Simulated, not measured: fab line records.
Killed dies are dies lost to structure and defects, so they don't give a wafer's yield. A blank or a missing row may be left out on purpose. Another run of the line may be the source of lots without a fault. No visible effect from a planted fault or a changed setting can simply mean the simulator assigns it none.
Which tool was responsible? / flow sky130 / Sampling: 24 lots, 72 wafers, 6 of 708 route steps

== WHAT THE GAUGES READ, wafer by wafer ==
Not one reading of a measure or inspect step in the record can be checked against a usual standard deviation.

== WHICH TOOL RAN EACH LOT (tool, then ch and the chambers of the sampled wafers, then the start) ==
lot=L074; SKY_VIA2_SPUTTER_20=pvd_sputter-04, day 35 22:00; SKY_METAL3_SPUTTER_00=pvd_sputter-03, day 35 22:40; SKY_METAL3_SPUTTER_03=pvd_sputter-03, day 35 22:46; SKY_CAPM_STRIP_14=plasma_asher-01 ch 0, day 37 00:42; SKY_VIA3_CMP_02=cmp-01 ch 1,2, day 38 03:59; SKY_VIA3_ETCH_15=rie_diel-04 ch 0,1, day 39 05:56
lot=L075; SKY_VIA2_SPUTTER_20=pvd_sputter-04, day 37 02:51; SKY_METAL3_SPUTTER_00=pvd_sputter-03, day 37 03:31; SKY_METAL3_SPUTTER_03=pvd_sputter-03, day 37 03:37; SKY_CAPM_STRIP_14=plasma_asher-01 ch 0,1, day 38 04:53; SKY_VIA3_CMP_02=cmp-01 ch 0,1,2, day 39 07:54; SKY_VIA3_ETCH_15=rie_diel-02 ch 0,1,3, day 40 08:35
lot=L076; SKY_VIA2_SPUTTER_20=pvd_sputter-04, day 37 16:56; SKY_METAL3_SPUTTER_00=pvd_sputter-02, day 37 17:37; SKY_METAL3_SPUTTER_03=pvd_sputter-02, day 37 17:42; SKY_CAPM_STRIP_14=plasma_asher-02 ch 0,1, day 38 19:35; SKY_VIA3_CMP_02=cmp-01 ch 0,1,2, day 39 22:10; SKY_VIA3_ETCH_15=rie_diel-04 ch 2,3, day 40 22:20
lot=L077; SKY_VIA2_SPUTTER_20=pvd_sputter-04, day 38 02:09; SKY_METAL3_SPUTTER_00=pvd_sputter-04, day 38 02:49; SKY_METAL3_SPUTTER_03=pvd_sputter-04, day 38 02:55; SKY_CAPM_STRIP_14=plasma_asher-03 ch 0, day 39 03:29; SKY_VIA3_CMP_02=cmp-01 ch 0,1,2, day 40 04:25; SKY_VIA3_ETCH_15=rie_diel-01 ch 0,1, day 41 05:38
lot=L078; SKY_VIA2_SPUTTER_20=pvd_sputter-03, day 38 17:05; SKY_METAL3_SPUTTER_00=pvd_sputter-04, day 38 17:46; SKY_METAL3_SPUTTER_03=pvd_sputter-04, day 38 17:50; SKY_CAPM_STRIP_14=plasma_asher-03 ch 0,1, day 39 18:44; SKY_VIA3_CMP_02=cmp-01 ch 0,2, day 40 21:27; SKY_VIA3_ETCH_15=rie_diel-02 ch 0,2, day 41 21:56
lot=L079; SKY_VIA2_SPUTTER_20=pvd_sputter-03, day 38 18:45; SKY_METAL3_SPUTTER_00=pvd_sputter-04, day 38 19:25; SKY_METAL3_SPUTTER_03=pvd_sputter-04, day 38 19:31; SKY_CAPM_STRIP_14=plasma_asher-02 ch 0,1, day 39 20:10; SKY_VIA3_CMP_02=cmp-02 ch 2,3, day 40 22:31; SKY_VIA3_ETCH_15=rie_diel-02 ch 0,1, day 41 23:03
lot=L081; SKY_VIA2_SPUTTER_20=pvd_sputter-04, day 38 20:39; SKY_METAL3_SPUTTER_00=pvd_sputter-03, day 38 21:19; SKY_METAL3_SPUTTER_03=pvd_sputter-03, day 38 21:25; SKY_CAPM_STRIP_14=plasma_asher-02 ch 1, day 39 21:53; SKY_VIA3_CMP_02=cmp-01 ch 0,1,2, day 41 00:14; SKY_VIA3_ETCH_15=rie_diel-01 ch 0,3, day 42 00:38
lot=L080; SKY_VIA2_SPUTTER_20=pvd_sputter-04, day 38 21:23; SKY_METAL3_SPUTTER_00=pvd_sputter-04, day 38 22:04; SKY_METAL3_SPUTTER_03=pvd_sputter-04, day 38 22:09; SKY_CAPM_STRIP_14=plasma_asher-01 ch 0,1, day 39 22:35; SKY_VIA3_CMP_02=cmp-02 ch 1,3, day 41 01:15; SKY_VIA3_ETCH_15=rie_diel-04 ch 1,3, day 42 01:35
lot=L083; SKY_VIA2_SPUTTER_20=pvd_sputter-03, day 38 23:15; SKY_METAL3_SPUTTER_00=pvd_sputter-02, day 38 23:55; SKY_METAL3_SPUTTER_03=pvd_sputter-02, day 39 00:00; SKY_CAPM_STRIP_14=plasma_asher-02 ch 0,1, day 40 01:12; SKY_VIA3_CMP_02=cmp-02 ch 0,1,2, day 41 03:33; SKY_VIA3_ETCH_15=rie_diel-04 ch 1,2, day 42 04:08
lot=L082; SKY_VIA2_SPUTTER_20=pvd_sputter-03, day 39 02:23; SKY_METAL3_SPUTTER_00=pvd_sputter-02, day 39 03:03; SKY_METAL3_SPUTTER_03=pvd_sputter-02, day 39 03:08; SKY_CAPM_STRIP_14=plasma_asher-01 ch 0,1, day 40 02:52; SKY_VIA3_CMP_02=cmp-01 ch 0,2, day 41 06:11; SKY_VIA3_ETCH_15=rie_diel-01 ch 0,2,3, day 42 06:26
lot=L084; SKY_VIA2_SPUTTER_20=pvd_sputter-03, day 39 17:09; SKY_METAL3_SPUTTER_00=pvd_sputter-04, day 39 18:01; SKY_METAL3_SPUTTER_03=pvd_sputter-04, day 39 18:07; SKY_CAPM_STRIP_14=plasma_asher-01 ch 0,1, day 40 18:45; SKY_VIA3_CMP_02=cmp-02 ch 0,2,3, day 41 20:03; SKY_VIA3_ETCH_15=rie_diel-02 ch 0,2,3, day 42 19:35
lot=L085; SKY_VIA2_SPUTTER_20=pvd_sputter-03, day 39 18:47; SKY_METAL3_SPUTTER_00=pvd_sputter-02, day 39 19:27; SKY_METAL3_SPUTTER_03=pvd_sputter-02, day 39 19:32; SKY_CAPM_STRIP_14=plasma_asher-01 ch 0,1, day 40 20:31; SKY_VIA3_CMP_02=cmp-02 ch 0,1,3, day 41 22:37; SKY_VIA3_ETCH_15=rie_diel-04 ch 0,3, day 42 23:18
lot=L086; SKY_VIA2_SPUTTER_20=pvd_sputter-03, day 40 00:14; SKY_METAL3_SPUTTER_00=pvd_sputter-04, day 40 00:55; SKY_METAL3_SPUTTER_03=pvd_sputter-04, day 40 01:00; SKY_CAPM_STRIP_14=plasma_asher-02 ch 1, day 41 01:43; SKY_VIA3_CMP_02=cmp-02 ch 1,2,3, day 42 03:17; SKY_VIA3_ETCH_15=rie_diel-04 ch 0,2,3, day 43 03:09
lot=L087; SKY_VIA2_SPUTTER_20=pvd_sputter-04, day 40 12:14; SKY_METAL3_SPUTTER_00=pvd_sputter-02, day 40 12:55; SKY_METAL3_SPUTTER_03=pvd_sputter-02, day 40 13:00; SKY_CAPM_STRIP_14=plasma_asher-02 ch 0,1, day 41 13:28; SKY_VIA3_CMP_02=cmp-01 ch 0,1, day 42 15:05; SKY_VIA3_ETCH_15=rie_diel-01 ch 0,1, day 43 14:26
lot=L088; SKY_VIA2_SPUTTER_20=pvd_sputter-03, day 40 20:04; SKY_METAL3_SPUTTER_00=pvd_sputter-03, day 40 20:44; SKY_METAL3_SPUTTER_03=pvd_sputter-03, day 40 20:50; SKY_CAPM_STRIP_14=plasma_asher-02 ch 0,1, day 41 20:32; SKY_VIA3_CMP_02=cmp-01 ch 0,1, day 42 22:07; SKY_VIA3_ETCH_15=rie_diel-02 ch 0,2,3, day 43 21:06
lot=L089; SKY_VIA2_SPUTTER_20=pvd_sputter-04, day 40 21:11; SKY_METAL3_SPUTTER_00=pvd_sputter-03, day 40 21:52; SKY_METAL3_SPUTTER_03=pvd_sputter-03, day 40 21:57; SKY_CAPM_STRIP_14=plasma_asher-01 ch 0,1, day 41 21:59; SKY_VIA3_CMP_02=cmp-01 ch 1,2,3, day 42 23:05; SKY_VIA3_ETCH_15=rie_diel-01 ch 1,2,3, day 43 22:11
lot=L090; SKY_VIA2_SPUTTER_20=pvd_sputter-01, day 41 01:08; SKY_METAL3_SPUTTER_00=pvd_sputter-04, day 41 01:49; SKY_METAL3_SPUTTER_03=pvd_sputter-04, day 41 01:54; SKY_CAPM_STRIP_14=plasma_asher-03 ch 0,1, day 42 01:41; SKY_VIA3_CMP_02=cmp-02 ch 0,3, day 43 02:26; SKY_VIA3_ETCH_15=rie_diel-02 ch 0,1,2, day 44 01:17
lot=L091; SKY_VIA2_SPUTTER_20=pvd_sputter-04, day 41 11:50; SKY_METAL3_SPUTTER_00=pvd_sputter-03, day 41 12:31; SKY_METAL3_SPUTTER_03=pvd_sputter-03, day 41 12:36; SKY_CAPM_STRIP_14=plasma_asher-03 ch 0,1, day 42 12:21; SKY_VIA3_CMP_02=cmp-02 ch 2,3, day 43 12:35; SKY_VIA3_ETCH_15=rie_diel-01 ch 0,1,2, day 44 11:12
lot=L092; SKY_VIA2_SPUTTER_20=pvd_sputter-04, day 42 06:44; SKY_METAL3_SPUTTER_00=pvd_sputter-02, day 42 07:25; SKY_METAL3_SPUTTER_03=pvd_sputter-02, day 42 07:30; SKY_CAPM_STRIP_14=plasma_asher-02 ch 0,1, day 43 06:20; SKY_VIA3_CMP_02=cmp-02 ch 1,2,3, day 44 07:11; SKY_VIA3_ETCH_15=rie_diel-02 ch 0,1, day 45 04:38
lot=L093; SKY_VIA2_SPUTTER_20=pvd_sputter-04, day 42 12:23; SKY_METAL3_SPUTTER_00=pvd_sputter-03, day 42 13:04; SKY_METAL3_SPUTTER_03=pvd_sputter-03, day 42 13:09; SKY_CAPM_STRIP_14=plasma_asher-01 ch 0,1, day 43 11:31; SKY_VIA3_CMP_02=cmp-02 ch 0,3, day 44 11:26; SKY_VIA3_ETCH_15=rie_diel-04 ch 1,3, day 45 09:08
lot=L095; SKY_VIA2_SPUTTER_20=pvd_sputter-01, day 42 17:12; SKY_METAL3_SPUTTER_00=pvd_sputter-03, day 42 17:52; SKY_METAL3_SPUTTER_03=pvd_sputter-03, day 42 17:57; SKY_CAPM_STRIP_14=plasma_asher-01 ch 0,1, day 43 16:24; SKY_VIA3_CMP_02=cmp-02 ch 0,1, day 44 16:05; SKY_VIA3_ETCH_15=rie_diel-01 ch 0,1,3, day 45 14:26
lot=L094; SKY_VIA2_SPUTTER_20=pvd_sputter-03, day 42 21:05; SKY_METAL3_SPUTTER_00=pvd_sputter-03, day 42 21:49; SKY_METAL3_SPUTTER_03=pvd_sputter-03, day 42 21:53; SKY_CAPM_STRIP_14=plasma_asher-02 ch 0,1, day 43 20:04; SKY_VIA3_CMP_02=cmp-01 ch 0,1,3, day 44 18:38; SKY_VIA3_ETCH_15=rie_diel-04 ch 0,1,2, day 45 16:17
lot=L096; SKY_VIA2_SPUTTER_20=pvd_sputter-04, day 42 22:05; SKY_METAL3_SPUTTER_00=pvd_sputter-03, day 42 22:46; SKY_METAL3_SPUTTER_03=pvd_sputter-03, day 42 22:50; SKY_CAPM_STRIP_14=plasma_asher-01 ch 0,1, day 43 21:42; SKY_VIA3_CMP_02=cmp-02 ch 2,3, day 44 21:32; SKY_VIA3_ETCH_15=rie_diel-02 ch 1,2, day 45 19:20
lot=L097; SKY_VIA2_SPUTTER_20=pvd_sputter-03, day 43 07:54; SKY_METAL3_SPUTTER_00=pvd_sputter-04, day 43 08:34; SKY_METAL3_SPUTTER_03=pvd_sputter-04, day 43 08:40; SKY_CAPM_STRIP_14=plasma_asher-02 ch 0,1, day 44 06:59; SKY_VIA3_CMP_02=cmp-01 ch 0,1,3, day 45 06:08; SKY_VIA3_ETCH_15=rie_diel-02 ch 0,1,3, day 46 03:44
- SKY_VIA2_SPUTTER_20: material TiN, target thk 20 nm, time 80 s.
- SKY_METAL3_SPUTTER_00: material Ti, target thk 15 nm, time 10 s.
- SKY_METAL3_SPUTTER_03: material Ti, target thk 5 nm, time 3.3 s.
- SKY_CAPM_STRIP_14: strips in O2/N2.
- SKY_VIA3_CMP_02: polishes SiO2.
- SKY_VIA3_ETCH_15: etches SiO2 in C4F8/O2/Ar, stops on TiN, target depth 507 nm, time 78 s.

== AS READ BY THE TOOLS THEMSELVES (means over the sampled wafers that have a number; for cases with no such wafer, the mark the record gives instead) ==
SKY_VIA2_SPUTTER_20. Usual: 29.6 % for throttle_valve_pct, sd 0.7.
lot=L074; tool=pvd_sputter-04; throttle_valve_pct (%)=29.8; flag=
lot=L075; tool=pvd_sputter-04; throttle_valve_pct (%)=29.6; flag=
lot=L076; tool=pvd_sputter-04; throttle_valve_pct (%)=30.0; flag=
lot=L077; tool=pvd_sputter-04; throttle_valve_pct (%)=29.7; flag=
lot=L078; tool=pvd_sputter-03; throttle_valve_pct (%)=28.9; flag=
lot=L079; tool=pvd_sputter-03; throttle_valve_pct (%)=29.1; flag=
lot=L081; tool=pvd_sputter-04; throttle_valve_pct (%)=30.3; flag=
lot=L080; tool=pvd_sputter-04; throttle_valve_pct (%)=29.9; flag=
lot=L083; tool=pvd_sputter-03; throttle_valve_pct (%)=28.8; flag=
lot=L082; tool=pvd_sputter-03; throttle_valve_pct (%)=29.2; flag=
lot=L084; tool=pvd_sputter-03; throttle_valve_pct (%)=29.1; flag=
lot=L085; tool=pvd_sputter-03; throttle_valve_pct (%)=29.3; flag=
lot=L086; tool=pvd_sputter-03; throttle_valve_pct (%)=29.9; flag=
lot=L087; tool=pvd_sputter-04; throttle_valve_pct (%)=30.1; flag=
lot=L088; tool=pvd_sputter-03; throttle_valve_pct (%)=28.6; flag=
lot=L089; tool=pvd_sputter-04; throttle_valve_pct (%)=29.8; flag=
lot=L090; tool=pvd_sputter-01; throttle_valve_pct (%)=29.3; flag=
lot=L091; tool=pvd_sputter-04; throttle_valve_pct (%)=30.1; flag=
lot=L092; tool=pvd_sputter-04; throttle_valve_pct (%)=30.1; flag=
lot=L093; tool=pvd_sputter-04; throttle_valve_pct (%)=29.8; flag=
lot=L095; tool=pvd_sputter-01; throttle_valve_pct (%)=29.2; flag=
lot=L094; tool=pvd_sputter-03; throttle_valve_pct (%)=29.2; flag=
lot=L096; tool=pvd_sputter-04; throttle_valve_pct (%)=30.3; flag=
lot=L097; tool=pvd_sputter-03; throttle_valve_pct (%)=29.9; flag=

SKY_METAL3_SPUTTER_00. Usual: 29.8 % for throttle_valve_pct, sd 0.84.
lot=L074; tool=pvd_sputter-03; throttle_valve_pct (%)=28.8; flag=
lot=L075; tool=pvd_sputter-03; throttle_valve_pct (%)=29.4; flag=
lot=L076; tool=pvd_sputter-02; throttle_valve_pct (%)=30.8; flag=
lot=L077; tool=pvd_sputter-04; throttle_valve_pct (%)=29.9; flag=
lot=L078; tool=pvd_sputter-04; throttle_valve_pct (%)=30.1; flag=
lot=L079; tool=pvd_sputter-04; throttle_valve_pct (%)=30.1; flag=
lot=L081; tool=pvd_sputter-03; throttle_valve_pct (%)=29.0; flag=
lot=L080; tool=pvd_sputter-04; throttle_valve_pct (%)=29.9; flag=
lot=L083; tool=pvd_sputter-02; throttle_valve_pct (%)=31.3; flag=
lot=L082; tool=pvd_sputter-02; throttle_valve_pct (%)=30.7; flag=
lot=L084; tool=pvd_sputter-04; throttle_valve_pct (%)=30.2; flag=
lot=L085; tool=pvd_sputter-02; throttle_valve_pct (%)=30.7; flag=
lot=L086; tool=pvd_sputter-04; throttle_valve_pct (%)=30.2; flag=
lot=L087; tool=pvd_sputter-02; throttle_valve_pct (%)=31.2; flag=
lot=L088; tool=pvd_sputter-03; throttle_valve_pct (%)=28.8; flag=
lot=L089; tool=pvd_sputter-03; throttle_valve_pct (%)=29.4; flag=
lot=L090; tool=pvd_sputter-04; throttle_valve_pct (%)=30.0; flag=
lot=L091; tool=pvd_sputter-03; throttle_valve_pct (%)=29.4; flag=
lot=L092; tool=pvd_sputter-02; throttle_valve_pct (%)=30.3; flag=
lot=L093; tool=pvd_sputter-03; throttle_valve_pct (%)=29.0; flag=
lot=L095; tool=pvd_sputter-03; throttle_valve_pct (%)=29.7; flag=
lot=L094; tool=pvd_sputter-03; throttle_valve_pct (%)=29.2; flag=
lot=L096; tool=pvd_sputter-03; throttle_valve_pct (%)=29.0; flag=
lot=L097; tool=pvd_sputter-04; throttle_valve_pct (%)=30.2; flag=

SKY_METAL3_SPUTTER_03. Usual: 29.8 % for throttle_valve_pct, sd 0.84.
lot=L074; tool=pvd_sputter-03; throttle_valve_pct (%)=28.8; flag=
lot=L075; tool=pvd_sputter-03; throttle_valve_pct (%)=29.4; flag=
lot=L076; tool=pvd_sputter-02; throttle_valve_pct (%)=30.9; flag=
lot=L077; tool=pvd_sputter-04; throttle_valve_pct (%)=30.0; flag=
lot=L078; tool=pvd_sputter-04; throttle_valve_pct (%)=30.1; flag=
lot=L079; tool=pvd_sputter-04; throttle_valve_pct (%)=30.1; flag=
lot=L081; tool=pvd_sputter-03; throttle_valve_pct (%)=29.0; flag=
lot=L080; tool=pvd_sputter-04; throttle_valve_pct (%)=29.7; flag=
lot=L083; tool=pvd_sputter-02; throttle_valve_pct (%)=31.2; flag=
lot=L082; tool=pvd_sputter-02; throttle_valve_pct (%)=30.7; flag=
lot=L084; tool=pvd_sputter-04; throttle_valve_pct (%)=30.1; flag=
lot=L085; tool=pvd_sputter-02; throttle_valve_pct (%)=30.5; flag=
lot=L086; tool=pvd_sputter-04; throttle_valve_pct (%)=30.2; flag=
lot=L087; tool=pvd_sputter-02; throttle_valve_pct (%)=30.9; flag=
lot=L088; tool=pvd_sputter-03; throttle_valve_pct (%)=28.7; flag=
lot=L089; tool=pvd_sputter-03; throttle_valve_pct (%)=29.6; flag=
lot=L090; tool=pvd_sputter-04; throttle_valve_pct (%)=30.1; flag=
lot=L091; tool=pvd_sputter-03; throttle_valve_pct (%)=29.5; flag=
lot=L092; tool=pvd_sputter-02; throttle_valve_pct (%)=30.1; flag=
lot=L093; tool=pvd_sputter-03; throttle_valve_pct (%)=29.2; flag=
lot=L095; tool=pvd_sputter-03; throttle_valve_pct (%)=29.6; flag=
lot=L094; tool=pvd_sputter-03; throttle_valve_pct (%)=29.0; flag=
lot=L096; tool=pvd_sputter-03; throttle_valve_pct (%)=29.1; flag=
lot=L097; tool=pvd_sputter-04; throttle_valve_pct (%)=30.2; flag=

SKY_CAPM_STRIP_14. Usual: drypump_motor_current_A 5.7 A, standard deviation 0.32; n2_flow_sccm 300.1 sccm, standard deviation 0.85; oes_product_au 0.710 a.u., standard deviation 0.0048; strip_time_to_endpoint_s 12.64 s, standard deviation 0.047.
lot=L074; tool=plasma_asher-01; drypump_motor_current_A (A)=5.6; n2_flow_sccm (sccm)=301.2; oes_product_au (a.u.)=0.712; strip_time_to_endpoint_s (s)=12.62; flag=
lot=L075; tool=plasma_asher-01; drypump_motor_current_A (A)=5.8; n2_flow_sccm (sccm)=299.7; oes_product_au (a.u.)=0.712; strip_time_to_endpoint_s (s)=12.61; flag=
lot=L076; tool=plasma_asher-02; drypump_motor_current_A (A)=5.4; n2_flow_sccm (sccm)=299.8; oes_product_au (a.u.)=0.709; strip_time_to_endpoint_s (s)=12.67; flag=
lot=L077; tool=plasma_asher-03; drypump_motor_current_A (A)=6.2; n2_flow_sccm (sccm)=300.0; oes_product_au (a.u.)=0.705; strip_time_to_endpoint_s (s)=12.63; flag=
lot=L078; tool=plasma_asher-03; drypump_motor_current_A (A)=6.1; n2_flow_sccm (sccm)=299.7; oes_product_au (a.u.)=0.706; strip_time_to_endpoint_s (s)=12.62; flag=
lot=L079; tool=plasma_asher-02; drypump_motor_current_A (A)=5.6; n2_flow_sccm (sccm)=300.4; oes_product_au (a.u.)=0.707; strip_time_to_endpoint_s (s)=12.65; flag=
lot=L081; tool=plasma_asher-02; drypump_motor_current_A (A)=5.8; n2_flow_sccm (sccm)=299.9; oes_product_au (a.u.)=0.710; strip_time_to_endpoint_s (s)=12.65; flag=
lot=L080; tool=plasma_asher-01; drypump_motor_current_A (A)=5.8; n2_flow_sccm (sccm)=300.3; oes_product_au (a.u.)=0.706; strip_time_to_endpoint_s (s)=12.63; flag=
lot=L083; tool=plasma_asher-02; drypump_motor_current_A (A)=5.3; n2_flow_sccm (sccm)=301.0; oes_product_au (a.u.)=0.711; strip_time_to_endpoint_s (s)=12.72; flag=
lot=L082; tool=plasma_asher-01; drypump_motor_current_A (A)=5.7; n2_flow_sccm (sccm)=299.3; oes_product_au (a.u.)=0.712; strip_time_to_endpoint_s (s)=12.60; flag=
lot=L084; tool=plasma_asher-01; drypump_motor_current_A (A)=5.7; n2_flow_sccm (sccm)=300.0; oes_product_au (a.u.)=0.711; strip_time_to_endpoint_s (s)=12.66; flag=
lot=L085; tool=plasma_asher-01; drypump_motor_current_A (A)=5.7; n2_flow_sccm (sccm)=299.5; oes_product_au (a.u.)=0.711; strip_time_to_endpoint_s (s)=12.65; flag=
lot=L086; tool=plasma_asher-02; drypump_motor_current_A (A)=5.9; n2_flow_sccm (sccm)=300.5; oes_product_au (a.u.)=0.710; strip_time_to_endpoint_s (s)=12.66; flag=
lot=L087; tool=plasma_asher-02; drypump_motor_current_A (A)=5.4; n2_flow_sccm (sccm)=299.7; oes_product_au (a.u.)=0.716; strip_time_to_endpoint_s (s)=12.69; flag=
lot=L088; tool=plasma_asher-02; drypump_motor_current_A (A)=5.6; n2_flow_sccm (sccm)=299.3; oes_product_au (a.u.)=0.709; strip_time_to_endpoint_s (s)=12.58; flag=
lot=L089; tool=plasma_asher-01; drypump_motor_current_A (A)=5.7; n2_flow_sccm (sccm)=299.9; oes_product_au (a.u.)=0.711; strip_time_to_endpoint_s (s)=12.70; flag=
lot=L090; tool=plasma_asher-03; drypump_motor_current_A (A)=6.1; n2_flow_sccm (sccm)=299.5; oes_product_au (a.u.)=0.709; strip_time_to_endpoint_s (s)=12.67; flag=
lot=L091; tool=plasma_asher-03; drypump_motor_current_A (A)=6.1; n2_flow_sccm (sccm)=299.8; oes_product_au (a.u.)=0.714; strip_time_to_endpoint_s (s)=12.61; flag=
lot=L092; tool=plasma_asher-02; drypump_motor_current_A (A)=5.4; n2_flow_sccm (sccm)=300.0; oes_product_au (a.u.)=0.708; strip_time_to_endpoint_s (s)=12.67; flag=
lot=L093; tool=plasma_asher-01; drypump_motor_current_A (A)=5.7; n2_flow_sccm (sccm)=299.6; oes_product_au (a.u.)=0.711; strip_time_to_endpoint_s (s)=12.67; flag=
lot=L095; tool=plasma_asher-01; drypump_motor_current_A (A)=5.7; n2_flow_sccm (sccm)=300.3; oes_product_au (a.u.)=0.712; strip_time_to_endpoint_s (s)=12.56; flag=
lot=L094; tool=plasma_asher-02; drypump_motor_current_A (A)=5.3; n2_flow_sccm (sccm)=299.4; oes_product_au (a.u.)=0.709; strip_time_to_endpoint_s (s)=12.65; flag=
lot=L096; tool=plasma_asher-01; drypump_motor_current_A (A)=5.8; n2_flow_sccm (sccm)=299.8; oes_product_au (a.u.)=0.708; strip_time_to_endpoint_s (s)=12.55; flag=
lot=L097; tool=plasma_asher-02; drypump_motor_current_A (A)=5.6; n2_flow_sccm (sccm)=301.4; oes_product_au (a.u.)=0.714; strip_time_to_endpoint_s (s)=12.60; flag=

SKY_VIA3_CMP_02. Usual: 12.5 A for motor_current_A, sd 1.1.
lot=L074; tool=cmp-01; motor_current_A (A)=13.1; flag=
lot=L075; tool=cmp-01; motor_current_A (A)=12.3; flag=
lot=L076; tool=cmp-01; motor_current_A (A)=12.7; flag=
lot=L077; tool=cmp-01; motor_current_A (A)=12.9; flag=
lot=L078; tool=cmp-01; motor_current_A (A)=12.5; flag=
lot=L079; tool=cmp-02; motor_current_A (A)=11.9; flag=
lot=L081; tool=cmp-01; motor_current_A (A)=13.0; flag=
lot=L080; tool=cmp-02; motor_current_A (A)=11.1; flag=
lot=L083; tool=cmp-02; motor_current_A (A)=12.6; flag=
lot=L082; tool=cmp-01; motor_current_A (A)=12.2; flag=
lot=L084; tool=cmp-02; motor_current_A (A)=12.7; flag=
lot=L085; tool=cmp-02; motor_current_A (A)=12.0; flag=
lot=L086; tool=cmp-02; motor_current_A (A)=11.3; flag=
lot=L087; tool=cmp-01; motor_current_A (A)=12.4; flag=
lot=L088; tool=cmp-01; motor_current_A (A)=12.3; flag=
lot=L089; tool=cmp-01; motor_current_A (A)=13.0; flag=
lot=L090; tool=cmp-02; motor_current_A (A)=12.3; flag=
lot=L091; tool=cmp-02; motor_current_A (A)=11.9; flag=
lot=L092; tool=cmp-02; motor_current_A (A)=11.6; flag=
lot=L093; tool=cmp-02; motor_current_A (A)=12.9; flag=
lot=L095; tool=cmp-02; motor_current_A (A)=13.0; flag=
lot=L094; tool=cmp-01; motor_current_A (A)=13.1; flag=
lot=L096; tool=cmp-02; motor_current_A (A)=12.2; flag=
lot=L097; tool=cmp-01; motor_current_A (A)=12.7; flag=

SKY_VIA3_ETCH_15. Usual: 0.952 a.u. for oes_product_au, sd 0.0049.
lot=L074; tool=rie_diel-04; oes_product_au (a.u.)=0.953; flag=
lot=L075; tool=rie_diel-02; oes_product_au (a.u.)=0.953; flag=
lot=L076; tool=rie_diel-04; oes_product_au (a.u.)=0.952; flag=
lot=L077; tool=rie_diel-01; oes_product_au (a.u.)=0.951; flag=
lot=L078; tool=rie_diel-02; oes_product_au (a.u.)=0.956; flag=
lot=L079; tool=rie_diel-02; oes_product_au (a.u.)=0.953; flag=
lot=L081; tool=rie_diel-01; oes_product_au (a.u.)=0.950; flag=
lot=L080; tool=rie_diel-04; oes_product_au (a.u.)=0.949; flag=
lot=L083; tool=rie_diel-04; oes_product_au (a.u.)=0.951; flag=
lot=L082; tool=rie_diel-01; oes_product_au (a.u.)=0.948; flag=
lot=L084; tool=rie_diel-02; oes_product_au (a.u.)=0.955; flag=
lot=L085; tool=rie_diel-04; oes_product_au (a.u.)=0.953; flag=
lot=L086; tool=rie_diel-04; oes_product_au (a.u.)=0.954; flag=
lot=L087; tool=rie_diel-01; oes_product_au (a.u.)=0.948; flag=
lot=L088; tool=rie_diel-02; oes_product_au (a.u.)=0.957; flag=
lot=L089; tool=rie_diel-01; oes_product_au (a.u.)=0.951; flag=
lot=L090; tool=rie_diel-02; oes_product_au (a.u.)=0.949; flag=
lot=L091; tool=rie_diel-01; oes_product_au (a.u.)=0.950; flag=
lot=L092; tool=rie_diel-02; oes_product_au (a.u.)=0.955; flag=
lot=L093; tool=rie_diel-04; oes_product_au (a.u.)=0.953; flag=
lot=L095; tool=rie_diel-01; oes_product_au (a.u.)=0.954; flag=
lot=L094; tool=rie_diel-04; oes_product_au (a.u.)=0.952; flag=
lot=L096; tool=rie_diel-02; oes_product_au (a.u.)=0.953; flag=
lot=L097; tool=rie_diel-02; oes_product_au (a.u.)=0.953; flag=

== THE ANSWER, worked out from the rows above alone ==
Rule: lot off if the mean of its wafers having a number is beyond 3 standard deviations from the usual mean. Also off: a lot with no number at a reading for which 4 or more lots have one. Any other lot the step has rows for is counted as sound. The gauges are gone through in route order, then the tools' own readings, and for those a lot's mean is taken as printed above. The first step at which some lot is off is used, and at that step the reading that is off furthest; a lot without a number counts as furthest.
No lot is off on any of the readings shown, so nothing can be concluded from this.

== WHAT WAS PUT IN BY THE SIMULATOR ==
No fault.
